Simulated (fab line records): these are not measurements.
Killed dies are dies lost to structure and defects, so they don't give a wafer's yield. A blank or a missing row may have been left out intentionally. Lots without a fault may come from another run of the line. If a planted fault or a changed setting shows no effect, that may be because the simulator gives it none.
The same fault as seen by 2 desks ; flow gf180mcu ; each desk holds nothing but its own numbers, with what lay behind them at the end

== DESK OF THE TOOL OWNER: pvd sputter-02 ==
At GF_MIM_SPUTTER_07 (material TiN, target thk 60 nm, time 50 s) the tool's own readings: per lot run on this tool, the mean of the sampled wafers that have a number. A lot is out of limits, marked OUT, if its mean lies more than 4 standard deviations from the usual mean; the brackets give that distance.
Columns: A = chamber pressure pa at GF_MIM_SPUTTER_07, usual 0.4001 Pa; B = throttle valve pct at GF_MIM_SPUTTER_07, usual 30.2 %
lot;first seen here;A;B
L454;day 24 12:53;0.4004;30.7
L459;day 26 06:22;0.4007;30.9
L460;day 26 12:16;0.3999;29.9
L461;day 26 19:36;0.4000;30.0
L465;day 28 09:10;0.3947 (-7.3) OUT;30.3
L466;day 28 12:43;0.3935 (-8.9) OUT;29.4
L467;day 28 16:06;0.3921 (-11) OUT;29.6
L473;day 30 08:31;0.4001;29.8
This desk's verdict: out of limits on L465, L466, L467, starting with L465 at day 28 09:10 (chamber pressure pa at GF_MIM_SPUTTER_07). In limits: L454, L459, L460, L461, L473.

== METROLOGY DESK ==
What the gauges read, lot by lot, whatever tool the lot ran on: means of the sampled wafers that have a number. A lot is out of limits, marked OUT, if its mean lies more than 4 standard deviations from the usual mean; the brackets give that distance.
Columns: A = M4_ALCU_RS at GF_M4_RS_MEAS_05, usual 0.0696 ohm/sq; B = cd nm at GF_M4_CD_MEAS_14, usual 280.3 nm
lot;first seen here;A;B
L454;day 22 13:58;0.0699;280.5
L459;day 24 08:22;0.0697;280.4
L460;day 24 14:43;0.0685;280.1
L461;day 24 21:50;0.0701;279.9
L462;day 25 07:21;0.0683;281.7
L465;day 26 13:12;0.0710;281.5
L466;day 26 18:14;0.0690;279.5
L467;day 26 21:41;0.0694;280.8
L468;day 27 07:25;0.0699;279.6
L469;day 27 11:42;0.0701;281.7
L472;day 28 10:58;0.0698;280.6
L473;day 28 14:40;0.0682;279.9
L475;day 29 05:39;0.0691;281.3
Finding of this desk: none of the 13 lots has anything out of limits.

== PUT TOGETHER ==
The tool owner's desk could have raised an alarm at day 28 09:10, on L465, L466, L467.
From the metrology desk's view, nothing was out of limits.
The metrology desk has L465, L466, L467 on record, within its limits.
All the named lots went through GF_MIM_SPUTTER_07 on pvd sputter-02.

== WHAT THE SIMULATOR PUT IN ==
Process parameters drifting: pvd sputter-02 at GF_MIM_SPUTTER_07, beginning at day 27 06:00. Setting chamber pressure pa shifted by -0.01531 from 0.4. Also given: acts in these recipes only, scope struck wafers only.
Shown lots that were struck: L465, L466, L467.
Delay in hours, fault start to first out-of-limits reading, by desk: the tool owner's desk at 27.
